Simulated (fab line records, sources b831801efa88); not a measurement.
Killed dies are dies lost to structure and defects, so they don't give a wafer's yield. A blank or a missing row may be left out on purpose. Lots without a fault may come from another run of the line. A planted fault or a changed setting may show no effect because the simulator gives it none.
Which tool did it? | flow sky130 | 11 lots, 33 wafers sampled, at 3 steps of a route of 708

WHAT THE GAUGES READ, wafer by wafer
SKY_CAPM_THK_MEAS_01.
lot  | measured     | on            | CAPM_CVD_00_THK (nm)
L653 | day 36 07:22 | film_metro-01 | 15.12 15.42 15.30
L654 | day 36 14:46 | film_metro-04 | 15.34 15.39 15.81
L658 | day 37 19:44 | film_metro-03 | 15.38 15.19 15.91
L656 | day 37 20:43 | film_metro-04 | 15.20 15.51 15.35
L659 | day 37 22:47 | film_metro-01 | 15.37 15.52 15.47
L660 | day 38 20:18 | film_metro-03 | 14.42 14.41 14.44
L663 | day 39 09:50 | film_metro-03 | 15.39 15.11 15.50
L664 | day 39 18:54 | film_metro-01 | 14.62 14.54 14.55
L671 | day 41 15:50 | film_metro-03 | 15.31 15.64 15.56
L672 | day 42 03:47 | film_metro-01 | 15.47 15.56 15.55
L675 | day 42 13:12 | film_metro-01 | 15.52 15.63 15.70

WHICH TOOL RAN EACH LOT (tool, then ch and the chambers of the sampled wafers, then the start)
lot  | SKY_CONTACT_ETCH_17                | SKY_CAPM_CVD_00
L653 | rie_diel-01 ch 1,2,3, day 31 12:16 | pecvd-02 ch 0,1,2, day 36 07:20
L654 | rie_diel-03 ch 0,2,3, day 31 20:39 | pecvd-02 ch 0,1,2, day 36 14:44
L658 | rie_diel-01 ch 0,1,3, day 33 01:56 | pecvd-02 ch 0,1,2, day 37 19:43
L656 | rie_diel-04 ch 0,1,3, day 33 04:01 | pecvd-01 ch 0,1,2, day 37 20:41
L659 | rie_diel-01 ch 2,3, day 33 07:35   | pecvd-02 ch 0,1, day 37 22:44
L660 | rie_diel-03 ch 0,1,3, day 34 02:07 | pecvd-02 ch 0,1, day 38 20:16
L663 | rie_diel-04 ch 0,1,2, day 34 19:20 | pecvd-04 ch 0,1, day 39 09:49
L664 | rie_diel-01 ch 1,2,3, day 35 04:40 | pecvd-02 ch 0,2, day 39 18:52
L671 | rie_diel-01 ch 0,2, day 37 08:08   | pecvd-04 ch 0,2, day 41 15:49
L672 | rie_diel-01 ch 1,2,3, day 37 17:00 | pecvd-01 ch 0,1,2, day 42 03:46
L675 | rie_diel-01 ch 0,3, day 38 04:47   | pecvd-01 ch 0,1,2, day 42 13:11
- SKY_CONTACT_ETCH_17: etches SiO2 in C4F8/O2/Ar, stops on Si3N4, target depth 340 nm.
- SKY_CAPM_CVD_00: deposits SiO2, target thk 15.5 nm.

THE ANSWER, worked out from the rows above alone
Rule: what is usual is taken from the lots themselves. Put in order of their means at a reading, lots are off if they are a third of the lots or fewer, leave a main group of 4 or more, and stand apart from it by a gap of 3 or more times the standard deviation of the main group's means; of several such gaps the widest counts. A main group whose means are all the same, to the digits that the tables above print for the reading, isn't used. A lot without any number at a reading at which 4 lots or more have one is off too. The other lots that the step has rows for count as sound.
Off: L660, L664, at SKY_CAPM_THK_MEAS_01 (CAPM_CVD_00_THK). The main group: mean 15.45 nm, standard deviation 0.1.
A tool fits if, at a process step before that reading, it ran every lot that is off, and no sound lot after the first of them. The gauges at SKY_CAPM_THK_MEAS_01 are tried like those tools. One fits: pecvd-02 at SKY_CAPM_CVD_00. Its last sound lot is L659 (day 37 22:44), its first lot that is off L660 (day 38 20:16): a fault that began between those two fits.

WHAT THE SIMULATOR HAD PUT IN
Process parameter drift: pecvd-02, from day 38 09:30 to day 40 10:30, at SKY_CAPM_CVD_00. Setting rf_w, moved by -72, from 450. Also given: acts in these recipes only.
Lots struck among those shown: L660, L664. The rule above found the same.
